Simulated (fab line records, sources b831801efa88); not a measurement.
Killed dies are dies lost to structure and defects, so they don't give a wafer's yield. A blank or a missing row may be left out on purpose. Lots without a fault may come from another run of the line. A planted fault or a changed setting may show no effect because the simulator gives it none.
Chamber matching | flow gf180mcu | GF_V4_CMP_04 on cmp-02: 4 sister chambers
The step polishes SiO2. 16 wafers are shown with their chamber, then 8 later ones without.

WAFERS WITH THEIR CHAMBER
wafer  | chamber | motor_current_A (A) | slurry_flow_ml_min | platen_rpm (rpm)
L261.2 | 3       | 12.7                | 149.8              | 59.95
L261.5 | 3       | 12.2                | 149.9              | 59.97
L261.6 | 2       | 10.2                | 149.9              | 59.96
L262.1 | 0       | 10.5                | 151.2              | 59.98
L262.3 | 1       | 13.2                | 149.5              | 60.00
L262.5 | 0       | 10.4                | 150.5              | 60.00
L264.1 | 1       | 12.7                | 151.1              | 60.01
L264.3 | 0       | 11.3                | 150.9              | 59.93
L264.5 | 2       | 9.8                 | 149.9              | 60.01
L267.2 | 1       | 12.8                | 149.8              | 60.00
L267.5 | 1       | 12.6                | 149.8              | 59.98
L267.6 | 0       | 11.1                | 150.4              | 60.00
L269.1 | 2       | 9.7                 | 149.8              | 59.92
L269.2 | 0       | 10.7                | 149.6              | 60.04
L269.5 | 1       | 12.8                | 149.7              | 60.05
L275.1 | 1       | 12.5                | 150.6              | 60.05

SIGNATURES (means of the wafers above)
reading            | chamber 0 | chamber 1 | chamber 2 | chamber 3 | scatter within a chamber
motor_current_A    | 10.800    | 12.767    | 9.900     | 12.450    | 0.311
slurry_flow_ml_min | 150.520   | 150.083   | 149.867   | 149.850   | 0.534
platen_rpm         | 59.9900   | 60.0150   | 59.9633   | 59.9600   | 0.0351
Rule: a wafer's distance from a chamber is the root of the sum, over the readings, of the square of ((its reading less the chamber's mean) divided by the reading's scatter). The wafer belongs to the nearest chamber; if the next one is less than 2 further off, it can't be placed. The scatter: the root of (the sum of the squares of (reading less its chamber's mean) over the shown wafers, divided by (wafers less chambers)).

WAFERS WITHOUT THEIR CHAMBER
wafer  | motor_current_A (A) | slurry_flow_ml_min | platen_rpm (rpm)
L275.2 | 10.9                | 149.9              | 60.08
L275.3 | 13.5                | 150.4              | 60.02
L276.1 | 9.9                 | 150.0              | 60.05
L276.3 | 13.3                | 149.9              | 59.97
L276.4 | 12.7                | 150.0              | 59.97
L282.1 | 10.8                | 149.6              | 59.96
L282.3 | 12.1                | 150.2              | 59.96
L282.4 | 9.8                 | 149.9              | 60.07

WHICH CHAMBER EACH WENT THROUGH
wafer  | from the rows above     | in truth
L275.2 | can't be placed: 0 or 2 | 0
L275.3 | can't be placed: 1 or 3 | 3
L276.1 | can't be placed: 2 or 0 | 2
L276.3 | can't be placed: 1 or 3 | 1
L276.4 | can't be placed: 3 or 1 | 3
L282.1 | can't be placed: 0 or 2 | 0
L282.3 | can't be placed: 3 or 1 | 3
L282.4 | can't be placed: 2 or 0 | 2
Placed correctly: 0 of 8. Can't be placed from these rows: 8 (the true chamber is among the candidates in 8). Placed wrongly: 0.
